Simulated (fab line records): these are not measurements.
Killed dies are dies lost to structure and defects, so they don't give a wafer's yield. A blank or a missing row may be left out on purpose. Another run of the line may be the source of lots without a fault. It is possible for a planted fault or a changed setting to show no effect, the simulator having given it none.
Matching of chambers ; flow sky130 ; SKY_VIA2_CMP_02 on cmp-02: 4 sister chambers
The step polishes SiO2. 8 wafers are shown with their chamber, then 9 later ones without.

WAFERS WITH THEIR CHAMBER
wafer;chamber;motor current A (A);slurry flow ml min
L776.3;0;11.6;150.1
L776.4;3;12.1;149.5
L777.1;3;12.0;150.3
L777.2;1;11.9;149.7
L777.4;2;12.8;149.7
L780.1;2;13.7;149.8
L780.2;1;12.4;150.0
L780.6;0;11.7;149.9

WAFERS WITH NO CHAMBER GIVEN
wafer;motor current A (A);slurry flow ml min
L782.1;12.9;150.4
L782.3;12.4;150.4
L782.4;11.9;149.7
L781.1;11.1;149.3
L781.2;12.2;149.6
L781.4;11.7;150.4
L783.1;12.6;150.8
L783.5;12.7;149.8
L783.6;11.3;151.0

EACH ONE'S CHAMBER
wafer;from the rows above;in truth
L782.1;can't be placed: 2 or 1 or 3 or 0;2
L782.3;can't be placed: 3 or 1 or 0 or 2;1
L782.4;can't be placed: 3 or 1 or 0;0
L781.1;can't be placed: 0 or 3 or 1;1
L781.2;can't be placed: 1 or 3 or 0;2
L781.4;can't be placed: 0 or 3 or 1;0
L783.1;can't be placed: 3 or 1 or 0 or 2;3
L783.5;can't be placed: 1 or 2 or 3 or 0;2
L783.6;can't be placed: 0 or 3 or 1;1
Correct placement for 0 of the 9. Cannot be placed on the basis of these rows: 9; the candidates contain the true chamber in 8. Wrongly placed: 0.
How it was worked out, from the rows above alone: a wafer's distance from a chamber is the root of the sum, over the readings, of the square of ((its reading less the chamber's mean) divided by the reading's scatter). The wafer belongs to the nearest chamber; if the next one is less than 2 further off, it can't be placed. Each chamber's mean is taken over the wafers shown for it. The scatter: take each reading less its chamber's mean, square it, sum over the shown wafers, divide by the number of wafers less the number of chambers, and take the root.
